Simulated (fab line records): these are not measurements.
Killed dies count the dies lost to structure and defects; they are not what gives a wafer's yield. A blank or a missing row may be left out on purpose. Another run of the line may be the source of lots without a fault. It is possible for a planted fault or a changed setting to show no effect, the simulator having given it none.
fab line records	flow sfq_line	part 1 of 2: steps 1 to 23 of 31
record: lots: 5	wafers: 15	last_day: 92
route steps=325 shown M2@97 I2@103 M3@118
lots that met no fault: taken from a fault-free run of the same line
start_h: the number of hours between the record's first day and the start of the first shown wafer of the lot	wait_h: time in hours since the lot's previous step	" same as the row above	L1.1+2: a row that stands for several wafers	- no value, or no start was given	* or withheld: withheld	< > ~ a bound
route shown NAME@n: NAME is a module with steps in the file, n the number in the route of the first one	usual: mean and standard deviation over wafers with no fault	same: alike in all rows	chamber/n: place in a boat	sites: the reading at each site	_std_site: their standard deviation	_edge_site: outer sites' mean less inner sites'	radius_mm: for every site, how far away it sits from the centre of the wafer	mask NAME#n: copy n	behind: the tool/chamber that last shaped the wafer	hold: why the lot was held/for how many hours/how that ended	device: whichever transistor did not switch (one of n, p or np)	end of line: the tests these same wafers got at the end of their route	a step with no rows: only its recipe	killed: not the wafer's yield, but the dies lost to structure and defects at the first sort	map: per-die view of a wafer (x killed, . not killed, _ where there is no die)
set.NAME: the setting that was run; set.NAME@STEP: the one run at that earlier step	model.NAME: the simulator's own value behind a step, which no gauge read
lots at selected steps of the route; one table per step, one row per wafer
services: from which hour (start_h, from the record's first day; less than 0 if before it) a tool's chamber was out of use, for how many hours, and why
== steps ==
step: SFQ_TRILAYER_M2_LITHO_DEVELOP_059
recipe: time_s: 60	resist: KrF
usual: exhaust_pa: 44.9/0.85	resist_line_temp_C: 23.00/0.12
lot.wafer	tool	chamber	start_h	wait_h	exhaust_pa	resist_line_temp_C
L076.1	litho_track-02	0	855.66	0.1	46.7	23.03
L076.4	"	0	"	"	45.4	22.95
L076.6	"	0	"	"	45.4	22.89
L079.3	litho_track-03	0	891.71	0.1	42.9	23.17
L079.4	"	0	"	"	44.5	23.02
L079.5	"	0	"	"	44.5	22.96
L082.2	litho_track-01	0	923.51	0.1	45.6	23.01
L082.5	"	0	"	"	45.2	23.03
L082.6	"	0	"	"	45.8	22.99
L087.1	litho_track-02	0	935.48	0.1	44.8	23.12
L087.2	"	0	"	"	45.0	23.23
L087.5	"	0	"	"	45.5	23.05
L097.1	litho_track-02	0	957.08	0.1	43.5	22.97
L097.3	"	0	"	"	45.2	22.80
L097.4	"	0	"	"	44.3	22.97
step: SFQ_M2_OVL_MEAS_916
usual: M2_OVL: -2/5.6
lot.wafer	tool	chamber	start_h	wait_h	M2_OVL[nm]
L076.1	overlay-02	-	855.81	0.1	-3
L076.4	"	-	"	"	-4
L076.6	"	-	"	"	-9
L079.3	overlay-01	-	891.82	0.1	3
L079.4	"	-	"	"	4
L079.5	"	-	"	"	9
L082.2	overlay-02	-	923.64	0.1	2
L082.5	"	-	"	"	4
L082.6	"	-	"	"	4
L087.1	overlay-02	-	935.63	0.1	-6
L087.2	"	-	"	"	-3
L087.5	"	-	"	"	0
L097.1	overlay-01	-	957.23	0.1	0
L097.3	"	-	"	"	-2
L097.4	"	-	"	"	-3
step: SFQ_TRILAYER_M2_BARC_OPEN_METAL_ETCH_077
recipe: mask_material: PR	chemistry: O2	target_depth_nm: 125	target: BARC	icp_w: 600	bias_w: 80	pressure_mtorr: 10	time_s: 41.7
usual: drypump_motor_current_A: 6.09/0.3	oes_product_au: 0.685/0.0049
lot.wafer	tool	chamber	start_h	wait_h	drypump_motor_current_A	oes_product_au	rf_hours_counter_h
L076.1	rie_metal-03	0	855.85	0.0	6.60	0.685	129
L076.4	"	0	"	"	6.60	0.676	-
L076.6	"	0	"	"	6.58	0.686	-
L079.3	rie_metal-02	1	891.87	0.0	5.90	0.688	-
L079.4	"	0	"	"	6.28	0.688	-
L079.5	"	0	"	"	6.27	0.692	-
L082.2	rie_metal-02	0	923.67	0.0	6.26	0.688	10
L082.5	"	1	"	"	5.91	0.682	-
L082.6	"	0	"	"	6.28	0.689	-
L087.1	rie_metal-01	1	935.67	0.0	6.07	0.686	48
L087.2	"	0	"	"	5.90	0.686	85
L087.5	"	1	"	"	6.04	0.672	-
L097.1	rie_metal-01	1	957.27	0.0	6.09	0.675	50
L097.3	"	0	"	"	5.96	0.696	-
L097.4	"	1	"	"	6.09	0.691	-
step: SFQ_TRILAYER_M2_ETCH_METAL_ETCH_060
recipe: target: Nb	stop_on: SiO2	mask_material: PR	chemistry: Cl2/Ar	target_depth_nm: 240	icp_w: 600	bias_w: 80	pressure_mtorr: 10	time_s: 120
usual: drypump_motor_current_A: 6.09/0.3	oes_product_au: 0.895/0.0085
lot.wafer	tool	chamber	start_h	wait_h	drypump_motor_current_A	oes_product_au	rf_hours_counter_h
L076.1	rie_metal-03	0	855.90	0.0	6.58	0.882	129
L076.4	"	0	"	"	6.63	0.891	-
L076.6	"	0	"	"	6.61	0.884	-
L079.3	rie_metal-02	1	891.95	0.1	5.87	0.910	-
L079.4	"	0	"	"	6.26	0.914	-
L079.5	"	0	"	"	6.26	0.912	-
L082.2	rie_metal-02	0	923.73	0.0	6.27	0.900	10
L082.5	"	1	"	"	5.91	0.895	-
L082.6	"	0	"	"	6.24	0.898	-
L087.1	rie_metal-01	1	935.73	0.0	6.09	0.904	48
L087.2	"	0	"	"	5.94	0.909	85
L087.5	"	1	"	"	6.09	0.892	-
L097.1	rie_metal-01	1	957.33	0.0	6.07	0.898	50
L097.3	"	0	"	"	5.95	0.891	-
L097.4	"	1	"	"	6.05	0.901	-
step: SFQ_TRILAYER_M2_STRIP_STRIP_061
recipe: gas: O2	power_w: 200	platen_temp_c: 40	overash_fraction: 0.65	chemistry: O2	pressure_mtorr: 50
usual: drypump_motor_current_A: 6.09/0.3	oes_product_au: 1.000/0.0097
lot.wafer	tool	chamber	start_h	wait_h	drypump_motor_current_A	oes_product_au	rf_hours_counter_h
L076.1	rie_metal-03	0	856.03	0.1	6.61	0.992	129
L076.4	"	0	"	"	6.62	0.990	-
L076.6	"	0	"	"	6.61	0.981	-
L079.3	rie_metal-02	1	892.23	0.2	5.90	1.003	-
L079.4	"	0	"	"	6.23	1.014	-
L079.5	"	0	"	"	6.22	1.011	-
L082.2	rie_metal-02	0	923.85	0.1	6.24	1.015	10
L082.5	"	1	"	"	5.90	1.007	-
L082.6	"	0	"	"	6.20	1.018	-
L087.1	rie_metal-01	1	935.85	0.1	6.06	1.003	48
L087.2	"	0	"	"	5.94	1.025	85
L087.5	"	1	"	"	6.07	0.995	-
L097.1	rie_metal-01	1	957.45	0.1	6.08	0.989	51
L097.3	"	0	"	"	5.91	1.012	-
L097.4	"	1	"	"	6.08	0.998	-
step: SFQ_TRILAYER_M2_STRIP_SOLV_CLEAN_062
recipe: chemistry: NMP	temp_c: 70	time_s: 600
lot.wafer	tool	chamber	start_h	wait_h
L076.1+4+6	wet_bench-02	4,3,2	856.63	0.4
L079.3+4+5	wet_bench-01	7,1,0	892.63	0.2
L082.2+5+6	wet_bench-03	5,3,7	924.45	0.4
L087.1+2+5	wet_bench-02	1,7,4	936.45	0.4
L097.1+3+4	wet_bench-02	3,5,4	958.05	0.4
step: SFQ_TRILAYER_I2_DEP_PECVD_063
recipe: material: SiO2	temp_c: 150	time_s: 111.11	pressure_torr: 2.4	rf_w: 183.3	precursor: SiH4/N2O	target_thk_nm: 500
usual: heater_power_w: 86/18	susceptor_temp_C: 149.98/0.15	throttle_valve_pct: 24.4/1.5
lot.wafer	tool	chamber	start_h	wait_h	heater_power_w	susceptor_temp_C	throttle_valve_pct
L076.1	pecvd-03	2	856.80	0.0	92	149.90	26.8
L076.4	"	0	"	"	89	149.98	23.3
L076.6	"	2	"	"	95	149.99	27.0
L079.3	pecvd-03	1	892.80	0.0	108	149.87	24.6
L079.4	"	1	"	"	113	149.98	24.3
L079.5	"	0	"	"	105	150.17	23.5
L082.2	pecvd-03	2	924.63	0.0	86	150.14	27.0
L082.5	"	2	"	"	87	150.11	27.4
L082.6	"	0	"	"	106	150.01	23.4
L087.1	pecvd-04	1	936.63	0.0	63	149.93	24.2
L087.2	"	0	"	"	66	150.18	23.3
L087.5	"	1	"	"	68	149.88	24.4
L097.1	pecvd-03	1	958.23	0.0	117	150.16	24.8
L097.3	"	2	"	"	90	149.99	27.6
L097.4	"	2	"	"	94	149.74	27.5
step: SFQ_TRILAYER_I2_CMP_CMP_064
recipe: material: SiO2	down_force_psi: 3	platen_rpm: 60	pad_velocity_m_s: 0.94248
usual: motor_current_A: 10.4/1.3	time_to_endpoint_s: 215/6.8
lot.wafer	tool	chamber	start_h	wait_h	motor_current_A	time_to_endpoint_s
L076.4	cmp-01	1	859.08	2.2	10.6	230
L076.1	"	2	"	"	9.4	215
L076.6	"	3	"	"	9.6	217
L079.3	cmp-01	1	893.38	0.5	11.4	211
L079.4	"	2	"	"	9.7	217
L079.5	"	1	895.38	2.5	10.9	218
L082.2	cmp-02	2	925.42	0.8	10.4	214
L082.5	"	2	927.42	2.7	10.2	231
L082.6	"	3	"	"	9.7	222
L087.1	cmp-02	1	939.01	2.3	13.4	218
L087.2	"	2	"	"	10.5	216
L087.5	"	0	940.51	3.8	9.2	210
L097.3	cmp-01	3	960.42	2.2	10.0	212
L097.1	"	0	"	"	9.8	213
L097.4	"	1	"	"	11.2	227
step: SFQ_I2_BOW_MEAS_917
recipe: mode: bow
usual: I2_BOW: 3/8.4
lot.wafer	tool	chamber	start_h	wait_h	I2_BOW[um]
L076.1	film_metro-02	-	861.08	1.0	-4
L076.4	"	-	"	"	0
L076.6	"	-	"	"	8
L079.3	film_metro-04	-	895.92	2.0	-5
L079.4	"	-	"	"	-6
L079.5	"	-	"	"	4
L082.2	film_metro-02	-	928.44	2.5	-6
L082.5	"	-	"	"	3
L082.6	"	-	"	"	3
L087.1	film_metro-02	-	941.51	2.0	-15
L087.2	"	-	"	"	-2
L087.5	"	-	"	"	-8
L097.1	film_metro-02	-	963.42	2.0	-8
L097.3	"	-	"	"	3
L097.4	"	-	"	"	10
step: SFQ_TRILAYER_I2_METRO_MEASURE_065
usual: thk_nm: 199.9/1
lot.wafer	tool	chamber	start_h	wait_h	thk_nm
L076.1	film_metro-02	-	861.20	0.1	201.7
L076.4	"	-	"	"	202.4
L076.6	"	-	"	"	200.9
L079.3	film_metro-04	-	896.40	0.5	201.5
L079.4	"	-	"	"	199.4
L079.5	"	-	"	"	201.7
L082.2	film_metro-02	-	928.74	0.3	200.3
L082.5	"	-	"	"	200.3
L082.6	"	-	"	"	198.4
L087.1	film_metro-02	-	941.63	0.1	200.7
L087.2	"	-	"	"	201.8
L087.5	"	-	"	"	201.1
L097.1	film_metro-02	-	963.54	0.1	198.9
L097.3	"	-	"	"	199.2
L097.4	"	-	"	"	201.2
step: SFQ_TRILAYER_I2_VIA_LITHO_COAT_072
recipe: resist: BARC	spin_rpm: 3000	resist_thk_nm: 62
usual: exhaust_pa: 45.0/1.1	resist_line_temp_C: 23.02/0.1
lot.wafer	tool	chamber	start_h	wait_h	exhaust_pa	resist_line_temp_C
L076.1	litho_track-03	0	862.40	1.0	44.6	23.03
L076.4	"	0	"	"	45.1	23.13
L076.6	"	0	"	"	44.6	22.94
L079.3	litho_track-01	0	897.30	0.7	43.3	22.97
L079.4	"	0	"	"	44.2	22.89
L079.5	"	0	"	"	44.5	22.94
L082.2	litho_track-01	0	929.79	0.8	44.3	22.94
L082.5	"	0	"	"	43.8	23.03
L082.6	"	0	"	"	43.1	22.96
L087.1	litho_track-04	0	942.83	1.0	45.7	23.08
L087.2	"	0	"	"	45.6	22.93
L087.5	"	0	"	"	45.7	23.04
L097.1	litho_track-04	0	964.74	1.0	43.5	23.02
L097.3	"	0	"	"	44.2	23.17
L097.4	"	0	"	"	43.2	23.03
step: SFQ_TRILAYER_I2_VIA_LITHO_COAT_067
recipe: resist: KrF	spin_rpm: 3000	resist_thk_nm: 650
usual: exhaust_pa: 45.0/0.84	resist_line_temp_C: 23.02/0.11
lot.wafer	tool	chamber	start_h	wait_h	exhaust_pa	resist_line_temp_C
L076.1	litho_track-03	0	862.70	0.2	45.8	23.08
L076.4	"	0	"	"	44.8	23.17
L076.6	"	0	"	"	46.0	22.91
L079.3	litho_track-01	0	897.60	0.2	43.7	23.09
L079.4	"	0	"	"	44.9	23.10
L079.5	"	0	"	"	45.5	22.94
L082.2	litho_track-01	0	930.09	0.2	45.1	23.03
L082.5	"	0	"	"	46.2	23.07
L082.6	"	0	"	"	45.4	22.91
L087.1	litho_track-04	0	943.13	0.2	44.2	22.92
L087.2	"	0	"	"	44.4	22.97
L087.5	"	0	"	"	44.6	23.09
L097.1	litho_track-04	0	965.04	0.2	45.8	22.97
L097.3	"	0	"	"	45.2	23.09
L097.4	"	0	"	"	45.3	23.14
step: SFQ_TRILAYER_I2_VIA_LITHO_SOFTBAKE_071
recipe: temp_c: withheld	time_s: withheld	resist: KrF
usual: exhaust_pa: 45.0/0.88	resist_line_temp_C: *
lot.wafer	tool	chamber	start_h	wait_h	exhaust_pa	resist_line_temp_C
L076.1	litho_track-03	0	863.00	0.2	46.1	*
L076.4	"	0	"	"	45.0	*
L076.6	"	0	"	"	47.9	*
L079.3	litho_track-01	0	897.85	0.2	47.6	*
L079.4	"	0	"	"	46.1	*
L079.5	"	0	"	"	45.7	*
L082.2	litho_track-01	0	930.37	0.2	45.1	*
L082.5	"	0	"	"	45.2	*
L082.6	"	0	"	"	46.1	*
L087.1	litho_track-04	0	943.43	0.2	43.6	*
L087.2	"	0	"	"	45.1	*
L087.5	"	0	"	"	45.1	*
L097.1	litho_track-04	0	965.34	0.2	44.7	*
L097.3	"	0	"	"	45.3	*
L097.4	"	0	"	"	45.7	*
step: SFQ_TRILAYER_I2_VIA_LITHO_EXPOSE_068
recipe: mask_id: I2	na: 0.6	source_shape: conventional	sigma_outer: 0.65	target_cd_nm: 500	dose_mj: 21.3
usual: exposure_dose_mJ_cm2: 21.301/0.021	reticle_temp_C: 23.00/0.095
lot.wafer	tool	chamber	start_h	wait_h	mask	exposure_dose_mJ_cm2	reticle_temp_C
L076.1	krf_scanner-02	0	1004.89	-	I2#0	21.317	23.03
L076.4	"	0	"	"	I2#0	21.318	22.89
L076.6	"	0	"	"	I2#0	21.298	23.02
L079.3	krf_scanner-01	0	1047.41	-	I2#0	21.331	23.05
L079.4	"	0	"	"	I2#0	21.297	23.22
L079.5	"	0	"	"	I2#0	21.295	23.14
L082.2	krf_scanner-01	0	1077.21	-	I2#0	21.246	23.00
L082.5	"	0	"	"	I2#0	21.311	23.14
L082.6	"	0	"	"	I2#0	21.303	23.06
L087.1	krf_scanner-02	0	1086.69	-	I2#0	21.302	22.87
L087.2	"	0	"	"	I2#0	21.314	22.96
L087.5	"	0	"	"	I2#0	21.335	22.89
L097.1	krf_scanner-02	0	1110.92	-	I2#0	21.281	23.18
L097.3	"	0	"	"	I2#0	21.282	23.08
L097.4	"	0	"	"	I2#0	21.304	23.05
step: SFQ_TRILAYER_I2_VIA_LITHO_PEB_070
recipe: peb_temp_c: 115	peb_time_s: 60	resist: KrF
usual: exhaust_pa: 45.1/0.84	resist_line_temp_C: 22.99/0.1
lot.wafer	tool	chamber	start_h	wait_h	exhaust_pa	resist_line_temp_C
L076.1	litho_track-04	0	1006.09	1.0	44.4	22.85
L076.4	"	0	"	"	45.2	22.92
L076.6	"	0	"	"	45.0	23.06
L079.3	litho_track-01	0	1048.26	0.7	43.9	23.05
L079.4	"	0	"	"	44.5	23.14
L079.5	"	0	"	"	45.5	23.16
L082.2	litho_track-03	0	1078.24	0.8	44.6	22.89
L082.5	"	0	"	"	44.6	22.85
L082.6	"	0	"	"	44.2	22.92
L087.1	litho_track-03	0	1087.89	1.0	44.6	23.15
L087.2	"	0	"	"	44.9	23.07
L087.5	"	0	"	"	45.0	23.17
L097.1	litho_track-03	0	1112.12	1.0	45.7	22.86
L097.3	"	0	"	"	45.5	22.99
L097.4	"	0	"	"	45.4	22.92
step: SFQ_TRILAYER_I2_VIA_LITHO_DEVELOP_069
recipe: time_s: 60	resist: KrF
usual: exhaust_pa: 45.1/0.84	resist_line_temp_C: 23.01/0.1
lot.wafer	tool	chamber	start_h	wait_h	exhaust_pa	resist_line_temp_C
L076.1	litho_track-04	0	1006.24	0.1	44.7	23.01
L076.4	"	0	"	"	44.8	23.08
L076.6	"	0	"	"	46.6	22.97
L079.3	litho_track-01	0	1048.41	0.1	44.2	22.93
L079.4	"	0	"	"	44.6	22.99
L079.5	"	0	"	"	44.7	23.03
L082.2	litho_track-03	0	1078.39	0.1	45.6	23.18
L082.5	"	0	"	"	44.8	23.02
L082.6	"	0	"	"	44.1	23.20
L087.1	litho_track-03	0	1088.04	0.1	44.7	22.95
L087.2	"	0	"	"	44.7	23.11
L087.5	"	0	"	"	44.6	23.19
L097.1	litho_track-03	0	1112.27	0.1	45.0	23.03
L097.3	"	0	"	"	45.5	23.09
L097.4	"	0	"	"	45.6	22.99
step: SFQ_I2_OVL_MEAS_918
usual: I2_OVL: 2/5.7
lot.wafer	tool	chamber	start_h	wait_h	I2_OVL[nm]
L076.1	overlay-02	-	1006.39	0.1	-5
L076.4	"	-	"	"	-4
L076.6	"	-	"	"	-5
L079.3	overlay-02	-	1048.52	0.1	7
L079.4	"	-	"	"	7
L079.5	"	-	"	"	7
L082.2	overlay-01	-	1078.52	0.1	-1
L082.5	"	-	"	"	-7
L082.6	"	-	"	"	-2
L087.1	overlay-02	-	1088.19	0.1	0
L087.2	"	-	"	"	3
L087.5	"	-	"	"	1
L097.1	overlay-01	-	1112.42	0.1	1
L097.3	"	-	"	"	-5
L097.4	"	-	"	"	-5
step: SFQ_TRILAYER_I2_VIA_BARC_OPEN_VIA_ETCH_096
recipe: mask_material: PR	chemistry: O2	target_depth_nm: 125	target: BARC	source_w: 500	bias_w: 80	pressure_mtorr: 30	time_s: 41.7
usual: drypump_motor_current_A: 5.6/0.62	oes_product_au: 0.685/0.0041
lot.wafer	tool	chamber	start_h	wait_h	drypump_motor_current_A	oes_product_au	rf_hours_counter_h
L076.1	rie_diel-02	2	1006.42	0.0	5.0	0.687	1
L076.4	"	1	"	"	5.0	0.687	11
L076.6	"	1	"	"	5.0	0.682	-
L079.3	rie_diel-01	3	1048.55	0.0	5.3	0.681	1
L079.4	"	0	"	"	5.7	0.690	11
L079.5	"	0	"	"	5.7	0.697	-
L082.2	rie_diel-03	2	1078.55	0.0	5.7	0.688	1
L082.5	"	2	"	"	5.8	0.689	-
L082.6	"	1	"	"	5.0	0.682	-
L087.1	rie_diel-03	1	1088.23	0.0	5.0	0.692	2
L087.2	"	0	"	"	6.5	0.679	17
L087.5	"	2	"	"	5.8	0.686	-
L097.1	rie_diel-01	0	1112.45	0.0	5.7	0.687	12
L097.3	"	2	"	"	6.9	0.688	3
L097.4	"	3	"	"	5.3	0.694	2
step: SFQ_TRILAYER_I2_VIA_ETCH_VIA_ETCH_070
recipe: target: SiO2	stop_on: Nb	mask_material: PR	taper_deg: 20	chemistry: CHF3	target_depth_nm: 260	source_w: 500	bias_w: 80	pressure_mtorr: 30	time_s: withheld
usual: drypump_motor_current_A: 5.6/0.62	oes_product_au: 0.854/0.0048
lot.wafer	tool	chamber	start_h	wait_h	drypump_motor_current_A	oes_product_au
L076.1	rie_diel-02	2	1006.46	0.0	5.0	0.868
L076.4	"	1	"	"	5.0	0.858
L076.6	"	1	"	"	5.0	0.852
L079.3	rie_diel-01	3	1048.59	0.0	5.3	0.853
L079.4	"	0	"	"	5.6	0.851
L079.5	"	0	"	"	5.6	0.865
L082.2	rie_diel-03	2	1078.59	0.0	5.8	0.851
L082.5	"	2	"	"	5.8	0.852
L082.6	"	1	"	"	5.0	0.854
L087.1	rie_diel-03	1	1088.27	0.0	5.0	0.855
L087.2	"	0	"	"	6.5	0.863
L087.5	"	2	"	"	5.8	0.857
L097.1	rie_diel-01	0	1112.49	0.0	5.6	0.846
L097.3	"	2	"	"	6.9	0.855
L097.4	"	3	"	"	5.3	0.861
step: SFQ_TRILAYER_I2_VIA_STRIP_STRIP_071
recipe: gas: O2	power_w: 200	platen_temp_c: 40	overash_fraction: 0.65	chemistry: O2	pressure_mtorr: 50
usual: drypump_motor_current_A: 6.0/0.35	oes_product_au: 1.005/0.012
lot.wafer	tool	chamber	start_h	wait_h	drypump_motor_current_A	oes_product_au	rf_hours_counter_h
L076.1	rie_metal-01	0	1006.58	-	6.0	1.013	93
L076.4	"	0	"	"	5.9	1.009	-
L076.6	"	0	"	"	6.0	0.990	-
L079.3	rie_metal-04	0	1048.90	-	6.4	0.989	-
L079.4	"	1	"	"	5.2	1.011	-
L079.5	"	0	"	"	6.4	0.996	-
L082.2	rie_metal-02	0	1078.70	-	6.3	1.023	27
L082.5	"	1	"	"	5.9	1.023	-
L082.6	"	0	"	"	6.2	1.014	-
L087.1	rie_metal-01	1	1088.38	-	6.1	0.974	68
L087.2	"	0	"	"	6.0	1.000	104
L087.5	"	0	"	"	6.0	1.010	-
L097.1	rie_metal-02	0	1112.61	-	6.2	1.011	30
L097.3	"	0	"	"	6.2	1.005	-
L097.4	"	1	"	"	5.9	1.009	-
step: SFQ_TRILAYER_I2_VIA_STRIP_SOLV_CLEAN_072
recipe: chemistry: NMP	temp_c: 70	time_s: 600
lot.wafer	tool	chamber	start_h	wait_h
L076.1+4+6	wet_bench-01	4,6,5	1007.18	0.4
L079.3+4+5	wet_bench-01	4,5,3	1049.30	0.2
L082.2+5+6	wet_bench-01	0,4,1	1079.30	0.4
L087.1+2+5	wet_bench-04	7,6,3	1088.98	0.4
L097.1+3+4	wet_bench-04	6,0,1	1113.21	0.4
step: SFQ_TRILAYER_M3_DEP_PRE_CLEAN_074
recipe: gas: Ar	time_s: 22.5	bias_v: 250
lot.wafer	tool	chamber	start_h	wait_h
L076.1+4+6	pvd_sputter-03	-	1007.53	0.0
L079.3+4+5	pvd_sputter-06	-	1049.48	0.0
L082.2+5+6	pvd_sputter-03	-	1079.48	0.0
L087.1+2+5	pvd_sputter-04	-	1089.16	0.0
L097.1+3+4	pvd_sputter-04	-	1113.38	0.0
step: SFQ_TRILAYER_M3_DEP_SPUTTER_073
recipe: material: Nb	base_pressure_pa: 1.33e-06	chamber_pressure_pa: 0.1333	substrate_temp_c: 20	resputter_cathode_voltage_v: 400	target_thk_nm: 200	power_w: 2000	time_s: 133.3
usual: substrate_temp_c: 19.99/0.11	throttle_valve_pct: 29.9/0.75
lot.wafer	tool	chamber	start_h	wait_h	substrate_temp_c	throttle_valve_pct
L076.1	pvd_sputter-03	-	1007.56	0.0	20.04	28.6
L076.4	"	-	"	"	20.01	29.8
L076.6	"	-	"	"	20.03	29.9
L079.3	pvd_sputter-06	-	1049.51	0.0	20.01	29.8
L079.4	"	-	"	"	20.14	29.6
L079.5	"	-	"	"	20.09	28.6
L082.2	pvd_sputter-03	-	1079.51	0.0	19.83	29.2
L082.5	"	-	"	"	20.16	29.7
L082.6	"	-	"	"	19.88	30.3
L087.1	pvd_sputter-04	-	1089.19	0.0	20.21	29.2
L087.2	"	-	"	"	19.93	30.4
L087.5	"	-	"	"	19.87	30.2
L097.1	pvd_sputter-04	-	1113.41	0.0	19.90	30.7
L097.3	"	-	"	"	19.89	31.1
L097.4	"	-	"	"	20.03	31.2
